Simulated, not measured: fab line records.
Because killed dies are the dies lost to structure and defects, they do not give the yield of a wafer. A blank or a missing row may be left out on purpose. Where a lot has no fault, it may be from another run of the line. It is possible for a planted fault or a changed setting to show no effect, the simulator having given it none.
Which tool did it? | flow sky130 | 13 lots with 39 wafers sampled at 5 steps, on a route of 708 steps

WHAT EACH GAUGE READ, for each wafer
SKY_POLY_GATE_OVL_MEAS_14.
lot  | measured     | on         | POLY_GATE_OVL (nm)
L746 | day 16 19:22 | overlay-02 | 9 5 2
L748 | day 17 05:54 | overlay-01 | 12 2 1
L749 | day 17 09:31 | overlay-01 | 1 0 1
L750 | day 17 12:18 | overlay-01 | 10 -2 -3
L753 | day 18 22:19 | overlay-01 | 1 5 7
L754 | day 19 12:52 | overlay-02 | 3 4 4
L759 | day 21 02:34 | overlay-01 | 7 5 3
L761 | day 21 23:18 | overlay-01 | 1 -2 -6
L762 | day 22 19:41 | overlay-02 | -2 -2 -6
L765 | day 23 12:06 | overlay-01 | 3 3 1
L764 | day 23 13:24 | overlay-01 | 6 5 3
L767 | day 25 00:02 | overlay-01 | -5 -3 -7
L769 | day 25 00:09 | overlay-01 | 4 4 8

SKY_LDD_LDN_TW_MEAS_13.
lot  | measured     | on            | LDD_LDN_TW
L746 | day 23 07:05 | film-metro-03 | 1482 1490 1488
L748 | day 23 19:32 | film-metro-03 | 1486 1493 1481
L749 | day 23 21:12 | film-metro-02 | 1549 1552 1551
L750 | day 24 00:37 | film-metro-03 | 1584 1588 1586
L753 | day 25 10:42 | film-metro-02 | 1457 1458 1461
L754 | day 25 22:50 | film-metro-01 | 1464 1472 1464
L759 | day 27 05:14 | film-metro-02 | 1457 1452 1460
L761 | day 28 04:34 | film-metro-03 | 1474 1469 1470
L762 | day 29 03:55 | film-metro-01 | 1470 1475 1487
L765 | day 29 12:42 | film-metro-03 | 1467 1475 1476
L764 | day 29 13:48 | film-metro-02 | 1461 1458 1456
L767 | day 30 23:21 | film-metro-03 | 1479 1479 1480
L769 | day 30 23:43 | film-metro-01 | 1479 1481 1477

SKY_RES_XHIGH_TW_MEAS_09.
lot  | measured     | on            | RES_XHIGH_TW
L746 | day 27 00:19 | film-metro-01 | 1626 1629 1637
L748 | day 27 08:36 | film-metro-04 | 1643 1648 1651
L749 | day 27 22:47 | film-metro-02 | 1606 1615 1604
L750 | day 28 01:14 | film-metro-04 | 1633 1643 1644
L753 | day 28 22:53 | film-metro-01 | 1631 1633 1628
L754 | day 29 10:31 | film-metro-04 | 1638 1646 1645
L759 | day 30 20:23 | film-metro-04 | 1639 1638 1649
L761 | day 31 20:38 | film-metro-04 | 1638 1639 1647
L762 | day 32 16:07 | film-metro-02 | 1611 1627 1622
L765 | day 33 00:44 | film-metro-02 | 1612 1603 1600
L764 | day 33 01:59 | film-metro-04 | 1655 1647 1659
L767 | day 34 09:05 | film-metro-01 | 1641 1634 1638
L769 | day 34 10:10 | film-metro-01 | 1638 1634 1634

WHICH TOOL RAN EACH LOT (tool, then ch and the chambers of the sampled wafers, then the start)
lot  | SKY_LDD_LDN_IMPLANT_09          | SKY_RES_XHIGH_STRIP_08
L746 | implanter-03 ch 0, day 23 06:35 | plasma-asher-02 ch 0,1, day 27 00:13
L748 | implanter-03 ch 0, day 23 19:01 | plasma-asher-02 ch 0,1, day 27 08:31
L749 | implanter-02 ch 0, day 23 20:15 | plasma-asher-02 ch 0,1, day 27 22:41
L750 | implanter-01 ch 0, day 23 23:45 | plasma-asher-02 ch 0,1, day 28 01:08
L753 | implanter-01 ch 0, day 25 10:09 | plasma-asher-04 ch 0,1, day 28 22:47
L754 | implanter-03 ch 0, day 25 22:17 | plasma-asher-01 ch 0, day 29 10:25
L759 | implanter-01 ch 0, day 27 04:43 | plasma-asher-04 ch 0,1, day 30 20:18
L761 | implanter-03 ch 0, day 28 04:02 | plasma-asher-04 ch 0,1, day 31 20:31
L762 | implanter-03 ch 0, day 29 03:22 | plasma-asher-04 ch 0,1, day 32 16:01
L765 | implanter-01 ch 0, day 29 12:09 | plasma-asher-01 ch 0, day 33 00:38
L764 | implanter-03 ch 0, day 29 13:15 | plasma-asher-04 ch 0,1, day 33 01:53
L767 | implanter-02 ch 0, day 30 22:48 | plasma-asher-04 ch 1, day 34 08:59
L769 | implanter-03 ch 0, day 30 23:10 | plasma-asher-02 ch 0, day 34 10:04
- SKY_LDD_LDN_IMPLANT_09
- SKY_RES_XHIGH_STRIP_08: strips in O2/N2.

WHAT THE TOOLS THEMSELVES READ (means of the sampled wafers that have a number; where no wafer has one, the mark that the record gives instead)
SKY_RES_XHIGH_STRIP_08.
lot  | tool            | drypump-motor-current-A (A) | n2-flow-sccm (sccm) | oes-product-au (a.u.) | strip-time-to-endpoint-s (s)
L746 | plasma-asher-02 | 5.8                         | 299.4               | 0.708                 | 14.33
L748 | plasma-asher-02 | 6.1                         | 301.0               | 0.713                 | 14.32
L749 | plasma-asher-02 | 5.8                         | 299.4               | 0.709                 | 14.38
L750 | plasma-asher-02 | 5.8                         | 300.5               | 0.715                 | 14.32
L753 | plasma-asher-04 | 5.8                         | 300.7               | 0.713                 | 14.40
L754 | plasma-asher-01 | 5.5                         | 300.4               | 0.710                 | 14.38
L759 | plasma-asher-04 | 5.8                         | 300.5               | 0.706                 | 14.36
L761 | plasma-asher-04 | 5.8                         | 299.9               | 0.708                 | 14.36
L762 | plasma-asher-04 | 5.4                         | 298.8               | 0.716                 | 14.39
L765 | plasma-asher-01 | 5.5                         | 298.7               | 0.708                 | 14.38
L764 | plasma-asher-04 | 5.8                         | 299.0               | 0.711                 | 14.32
L767 | plasma-asher-04 | 5.1                         | 299.9               | 0.708                 | 14.30
L769 | plasma-asher-02 | 5.4                         | 300.4               | 0.708                 | 14.37

THE ANSWER, worked out from the rows above alone
Rule: the usual values come from the lots themselves. Put in order of their means at a reading, lots are off if they are a third of the lots or fewer, leave a main group of 4 or more, and stand apart from it by a gap of 3 or more times the standard deviation of the main group's means; of several such gaps the widest counts. The tables above print the reading to a certain number of digits; a main group whose means all agree to those digits is not used. A lot without any number at a reading at which 4 lots or more have one is off too. Where the step has rows for the other lots, those lots are counted as sound. Order of review: gauges by route order, followed by the tools' own readings, for which a lot's mean as printed above is used. The first step at which some lot is off is used, and at that step the reading that is off furthest; a lot without a number counts as furthest.
Off: L749, L750, seen at SKY_LDD_LDN_TW_MEAS_13 (LDD_LDN_TW). Main group: mean 1472, sd 10.
A tool fits if, at a process step before that reading, it ran every lot that is off, and no sound lot after the first of them. The gauges at SKY_LDD_LDN_TW_MEAS_13 are tried like those tools. Of those tried, none fits.

WHAT THE SIMULATOR PUT IN
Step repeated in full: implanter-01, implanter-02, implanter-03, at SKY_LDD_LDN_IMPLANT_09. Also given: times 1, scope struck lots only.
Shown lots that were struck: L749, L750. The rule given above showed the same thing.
